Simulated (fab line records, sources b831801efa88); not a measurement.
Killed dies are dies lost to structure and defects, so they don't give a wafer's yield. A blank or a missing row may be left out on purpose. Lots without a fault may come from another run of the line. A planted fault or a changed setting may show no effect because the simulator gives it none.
A struck lot beside a sound one | flow sfq_line | 37 steps out of a route of 325
Sound: wafers L987.1, L987.4, L987.6. Struck: wafers L989.4, L989.5, L989.6. The cause comes at the end.
At each step with rows: each side's tool, then ch and its chambers, then its first start. Under that, the readings that differ: sound wafers | struck wafers | difference of the means | sigmas: that difference in standard deviations of wafers without a fault.
alike: readings whose means differ by less than 2 such deviations, and words and numbers that are the same on both sides. not compared: withheld readings, readings that some wafer has no value for, bounds like >300 that may hide the same value, and numbers for which the record gives no deviation and whose values overlap.
The two part at a step that has a row with sigmas, a row that says differs or no value, or rows on one side only. Numbers that don't overlap but have no deviation are shown without sigmas and don't part them. A reading that every wafer of one side lacks parts them only if that side has two wafers or more.

first, 6 steps without rows for these wafers: SFQ_TRILAYER_M4_LITHO_COAT_098 (resist thk 62 nm); SFQ_TRILAYER_M4_LITHO_COAT_093 (resist thk 600 nm); SFQ_TRILAYER_M4_LITHO_SOFTBAKE_097; SFQ_TRILAYER_M4_LITHO_EXPOSE_094 (exposes mask M4, target cd 500 nm); SFQ_TRILAYER_M4_LITHO_PEB_096 (peb time 60 s); SFQ_TRILAYER_M4_LITHO_DEVELOP_095 (time 60 s).
SFQ_M4_OVL_MEAS_926:
  sound on overlay-02, day 36 07:50; struck on overlay-02, day 36 11:27
  alike: M4_OVL
SFQ_TRILAYER_M4_BARC_OPEN_METAL_ETCH_123: etches BARC in O2, target depth 125 nm, time 41.7 s.
  sound on rie_metal-01 ch 0, day 36 07:52; struck on rie_metal-04 ch 0,1, day 36 11:29
  alike: drypump_motor_current_A, oes_product_au
  not compared: rf_hours_counter_h
then, 3 steps without rows for these wafers: SFQ_TRILAYER_M4_ETCH_METAL_ETCH_096 (etches Nb in Cl2/Ar, stops on SiO2, target depth 240 nm, time 120 s); SFQ_TRILAYER_M4_STRIP_STRIP_097 (strips in O2); SFQ_TRILAYER_M4_STRIP_SOLV_CLEAN_098 (cleans in NMP, time 600 s).
SFQ_TRILAYER_I4_DEP_PECVD_099: deposits SiO2 from SiH4/N2O, time 111.11 s, target thk 500 nm.
  sound on pecvd-04 ch 0,1,2, day 36 09:37; struck on pecvd-04 ch 0,1,2, day 36 12:28
  no value came back on the struck wafers for any of 5 readings (chamber_pressure_Torr (Torr), heater_power_outer_w (W) and others); on the sound wafers chamber_pressure_Torr (Torr) reads 2.400 2.397 2.402
SFQ_TRILAYER_I4_CMP_CMP_100: polishes SiO2.
  sound on cmp-01 ch 1,2,3, day 37 04:41; struck on cmp-02 ch 0,1,2, day 37 11:50
  reading                | sound       | struck | difference                    | sigmas
  time_to_endpoint_s (s) | 208 227 225 | - - -  | no value on the struck wafers |
  alike: motor_current_A
SFQ_I4_BOW_MEAS_927:
  sound on film_metro-03, day 37 07:41; struck on film_metro-04, day 37 13:23
  alike: I4_BOW
SFQ_TRILAYER_I4_METRO_MEASURE_101:
  sound on film_metro-03, day 37 07:48; struck on film_metro-04, day 37 14:03
then, 6 steps without rows for these wafers: SFQ_TRILAYER_I4_VIA_LITHO_COAT_108 (resist thk 62 nm); SFQ_TRILAYER_I4_VIA_LITHO_COAT_103 (resist thk 650 nm); SFQ_TRILAYER_I4_VIA_LITHO_SOFTBAKE_107; SFQ_TRILAYER_I4_VIA_LITHO_EXPOSE_104 (exposes mask I4, target cd 700 nm); SFQ_TRILAYER_I4_VIA_LITHO_PEB_106 (peb time 60 s); SFQ_TRILAYER_I4_VIA_LITHO_DEVELOP_105 (time 60 s).
-- the record jumps here: 3 days lie between the struck wafers' starts before and after --
SFQ_I4_OVL_MEAS_928:
  sound on overlay-01, day 39 21:04; struck on overlay-02, day 40 03:05
  alike: I4_OVL
then, 1 step without rows for these wafers: SFQ_TRILAYER_I4_VIA_BARC_OPEN_VIA_ETCH_146 (etches BARC in O2, target depth 125 nm, time 41.7 s).
SFQ_TRILAYER_I4_VIA_ETCH_VIA_ETCH_106: etches SiO2 in CHF3, stops on Nb, target depth 260 nm.
  sound on rie_diel-02 ch 0,1,2, day 39 21:08; struck on rie_diel-04 ch 1,2,3, day 40 03:11
  reading                  | sound             | struck            | difference | sigmas
  oes_product_au (a.u.)    | 0.854 0.852 0.853 | 0.373 0.371 0.378 | -0.479     | -98
  model.etch.depth_nm (nm) | 198.8 199.3 199   | 0 0 0             | -199       |
  alike: drypump_motor_current_A
SFQ_TRILAYER_I4_VIA_STRIP_STRIP_107: strips in O2.
  sound on rie_metal-01 ch 0,1, day 39 21:15; struck on rie_metal-04 ch 0,1, day 40 03:27
  alike: drypump_motor_current_A, oes_product_au
  not compared: rf_hours_counter_h
then, 2 steps without rows for these wafers: SFQ_TRILAYER_I4_VIA_STRIP_SOLV_CLEAN_108 (cleans in NMP, time 600 s); SFQ_TRILAYER_JJ_TRILAYER_DEP_PRE_CLEAN_113 (time 22.5 s).
SFQ_TRILAYER_JJ_TRILAYER_DEP_SPUTTER_109: material Nb, target thk 150 nm, time 100 s.
  sound on pvd_sputter-06, day 39 22:03; struck on pvd_sputter-03, day 40 04:03
  reading                | sound          | struck         | difference | sigmas
  throttle_valve_pct (%) | 31.1 32.3 31.0 | 28.6 29.0 29.7 | -2.4       | -3
SFQ_TRILAYER_JJ_TRILAYER_DEP_SPUTTER_110: material Al, target thk 8 nm, time 10 s.
  sound on pvd_sputter-06, day 39 22:08; struck on pvd_sputter-03, day 40 04:08
  reading                | sound          | struck         | difference | sigmas
  throttle_valve_pct (%) | 31.5 32.4 31.0 | 28.7 28.5 29.9 | -2.6       | -3
then, 2 steps without rows for these wafers: SFQ_TRILAYER_JJ_TRILAYER_DEP_AL_OXIDATION_111 (oxidation time 600 s); SFQ_TRILAYER_JJ_TRILAYER_DEP_SPUTTER_112 (material Nb, target thk 170 nm, time 113.3 s).
SFQ_JJ_RS_MEAS_929: measures by four-point-probe.
  sound on film_metro-01, day 39 23:14; struck on film_metro-02, day 40 05:17
  reading           | sound             | struck            | difference | sigmas
  JJ_NB_RS (ohm/sq) | 1.038 1.035 1.025 | 1.048 1.058 1.067 | +0.025     | +2
then, 3 steps without rows for these wafers: SFQ_TRILAYER_JJ_CE_LITHO_COAT_119 (resist thk 62 nm); SFQ_TRILAYER_JJ_CE_LITHO_COAT_114 (resist thk 600 nm); SFQ_TRILAYER_JJ_CE_LITHO_SOFTBAKE_118.
-- the record jumps here: 3 days lie between the struck wafers' starts before and after --
SFQ_TRILAYER_JJ_CE_LITHO_EXPOSE_115: exposes mask J5, target cd 700 nm.
  sound on krf_scanner-01 ch 0, day 42 12:28; struck on krf_scanner-01, day 42 22:12
  no value came back on the struck wafers for exposure_dose_mJ_cm2, focus_offset_nm (nm), sigma_outer, stage_vel_mm_s (mm/s); on the sound wafers exposure_dose_mJ_cm2 reads 14.396 14.398 14.406
  alike: mask
then, 1 step without rows for these wafers: SFQ_TRILAYER_JJ_CE_LITHO_PEB_117 (peb time 60 s).

WHERE THEY PART
First at SFQ_TRILAYER_I4_DEP_PECVD_099; last, within this record, at SFQ_TRILAYER_JJ_CE_LITHO_EXPOSE_115.

WHY: what the simulator had put in
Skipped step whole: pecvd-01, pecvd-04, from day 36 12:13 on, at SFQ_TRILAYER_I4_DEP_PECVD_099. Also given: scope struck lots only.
